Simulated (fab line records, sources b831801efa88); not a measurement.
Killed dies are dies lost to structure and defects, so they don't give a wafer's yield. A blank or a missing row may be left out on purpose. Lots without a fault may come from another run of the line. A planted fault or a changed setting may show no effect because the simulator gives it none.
One fault seen from 2 desks | flow sky130 | each desk has only its own numbers; what lay behind them comes last

THE METROLOGY DESK
What the gauges read, lot by lot, whatever tool the lot ran on: means of the sampled wafers that have a number. A lot is out of limits, marked OUT, if its mean lies more than 4 standard deviations from the usual mean; the brackets give that distance.
Columns: A = FIELD_ISO_CVD_03_THK at SKY_FIELD_ISO_THK_MEAS_04, usual 165.5 nm; B = VT_ADJUST_LVTN_2_TW at SKY_VT_ADJUST_LVTN_TW_MEAS_21, usual 187.9; C = SD_N_TW at SKY_SD_N_TW_MEAS_12, usual 3956
lot  | first seen here | A     | B               | C
L600 | day 1 20:07     | 163.6 | 188.9           | 3927
L602 | day 2 04:29     | 166.1 | 189.3           | 3989
L603 | day 2 10:23     | 165.8 | 189.5           | 3943
L604 | day 2 15:55     | 165.7 | 187.7           | 3959
L605 | day 2 20:14     | 163.8 | 190.2           | 3938
L607 | day 3 06:17     | 164.1 | 187.8           | 3944
L610 | day 3 23:16     | 164.6 | 187.9           | 3963
L612 | day 4 07:31     | 164.9 | 216.3 (+26) OUT | 3972
L613 | day 4 12:02     | 167.0 | 216.8 (+26) OUT | 3977
L618 | day 5 13:59     | 164.3 | 186.6           | 3942
L619 | day 5 18:50     | 164.9 | 189.2           | 4021
L622 | day 6 09:22     | 167.3 | 186.2           | 4021
This desk's finding: out of limits on L612, L613; first on L613, day 11 15:38 (VT_ADJUST_LVTN_2_TW at SKY_VT_ADJUST_LVTN_TW_MEAS_21). In limits: L600, L602, L603, L604, L605, L607, L610, L618, L619, L622.

THE TOOL OWNER'S DESK: implanter-01
The tool's own readings at SKY_VT_ADJUST_LVTN_IMPLANT_19: means of the sampled wafers that have a number, for each lot that ran on this tool. A lot is out of limits, marked OUT, if its mean lies more than 4 standard deviations from the usual mean; the brackets give that distance.
Columns: A = beam_energy_keV at SKY_VT_ADJUST_LVTN_IMPLANT_19, usual 30.001; B = dose_ions_cm2 at SKY_VT_ADJUST_LVTN_IMPLANT_19, usual 6.502e+11; C = faraday_current_uA at SKY_VT_ADJUST_LVTN_IMPLANT_19, usual 3.67
lot  | first seen here | A      | B                           | C
L600 | day 7 22:16     | 29.995 | 6.502e+11                   | 3.61
L603 | day 8 22:00     | 30.000 | 6.507e+11                   | 3.62
L607 | day 9 23:37     | 30.010 | 6.496e+11                   | 3.71
L613 | day 11 15:26    | 30.003 | 1.050e+12 (+99 or more) OUT | 5.96 (+33) OUT
L612 | day 11 15:56    | 30.006 | 1.051e+12 (+99 or more) OUT | 5.90 (+32) OUT
This desk's finding: out of limits on L612, L613; first on L613, day 11 15:26 (dose_ions_cm2 at SKY_VT_ADJUST_LVTN_IMPLANT_19). In limits: L600, L603, L607.

PUT TOGETHER
The tool owner's desk could have raised an alarm at day 11 15:26, on L612, L613.
The metrology desk could have raised an alarm at day 11 15:38, on L612, L613.
Of the lots named, all ran SKY_VT_ADJUST_LVTN_IMPLANT_19 on implanter-01.

WHAT THE SIMULATOR HAD PUT IN
Process parameter drift: implanter-01, from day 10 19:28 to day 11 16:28, at SKY_VT_ADJUST_LVTN_IMPLANT_19. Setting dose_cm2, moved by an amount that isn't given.
Lots struck among those shown: L612, L613.
Hours from the fault's start to each desk's first reading out of limits: the tool owner's desk, 20; the metrology desk, 20.
